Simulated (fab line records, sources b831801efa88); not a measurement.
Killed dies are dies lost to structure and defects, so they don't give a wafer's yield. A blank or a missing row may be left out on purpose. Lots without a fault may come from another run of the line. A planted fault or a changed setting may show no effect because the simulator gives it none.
Which tool did it? | flow sky130 | 12 lots, 36 wafers sampled, at 2 steps of a route of 708

WHAT THE GAUGES READ, wafer by wafer
SKY_NWELL_RS_MEAS_31: measures by four-point-probe.
lot  | measured     | on            | PWDE_RS (ohm/sq)
L895 | day 5 18:37  | film_metro-03 | 5268 5268 5258
L904 | day 7 21:10  | film_metro-03 | 5269 5283 5259
L905 | day 8 06:52  | film_metro-03 | 5298 5282 5281
L907 | day 8 13:28  | film_metro-04 | 5284 5262 5283
L908 | day 8 18:04  | film_metro-04 | 5276 5253 5279
L910 | day 9 16:34  | film_metro-03 | 5302 5276 5294
L911 | day 9 17:20  | film_metro-03 | 5324 5281 5307
L912 | day 9 23:19  | film_metro-04 | 5246 5263 5256
L914 | day 10 08:34 | film_metro-04 | 5246 5256 5261
L915 | day 10 16:13 | film_metro-03 | 5275 5275 5288
L917 | day 11 18:04 | film_metro-03 | 5282 5280 5315
L916 | day 11 18:25 | film_metro-01 | 5264 5254 5253

SKY_VT_ADJUST_LVTN_OVL_MEAS_18.
lot  | measured     | on         | VT_ADJUST_LVTN_01_OVL (nm)
L895 | day 8 01:44  | overlay-01 | -0.7 2.5 1.4
L904 | day 10 13:23 | overlay-02 | -0.2 -1.1 -0.4
L905 | day 10 23:13 | overlay-01 | -0.2 -1.0 -1.5
L907 | day 11 09:04 | overlay-01 | -0.7 -0.9 -2.2
L908 | day 11 11:59 | overlay-01 | 0.9 1.3 -0.1
L910 | day 12 15:35 | overlay-02 | 2.0 1.5 2.1
L911 | day 12 15:53 | overlay-01 | 1.9 0.7 2.1
L912 | day 12 22:35 | overlay-02 | 2.2 2.8 0.1
L914 | day 13 09:10 | overlay-02 | 2.9 2.5 2.7
L915 | day 13 18:26 | overlay-01 | -0.5 1.3 1.6
L917 | day 14 23:08 | overlay-01 | 2.3 0.4 -0.5
L916 | day 14 23:43 | overlay-01 | -0.3 -1.5 -2.8

WHICH TOOL RAN EACH LOT (tool, then ch and the chambers of the sampled wafers, then the start)
The record holds no process step before these readings.

WHAT THE TOOLS THEMSELVES READ (means of the sampled wafers that have a number; where no wafer has one, the mark that the record gives instead)
The record holds no such reading with a usual standard deviation.

THE ANSWER, worked out from the rows above alone
Rule: what is usual is taken from the lots themselves. Put in order of their means at a reading, lots are off if they are a third of the lots or fewer, leave a main group of 4 or more, and stand apart from it by a gap of 3 or more times the standard deviation of the main group's means; of several such gaps the widest counts. A main group whose means are all the same, to the digits that the tables above print for the reading, isn't used. A lot without any number at a reading at which 4 lots or more have one is off too. The other lots that the step has rows for count as sound. The gauges are gone through in route order, then the tools' own readings, and for those a lot's mean is taken as printed above. The first step at which some lot is off is used, and at that step the reading that is off furthest; a lot without a number counts as furthest.
No lot is off at any reading shown: from this, nothing can be told.

WHAT THE SIMULATOR HAD PUT IN
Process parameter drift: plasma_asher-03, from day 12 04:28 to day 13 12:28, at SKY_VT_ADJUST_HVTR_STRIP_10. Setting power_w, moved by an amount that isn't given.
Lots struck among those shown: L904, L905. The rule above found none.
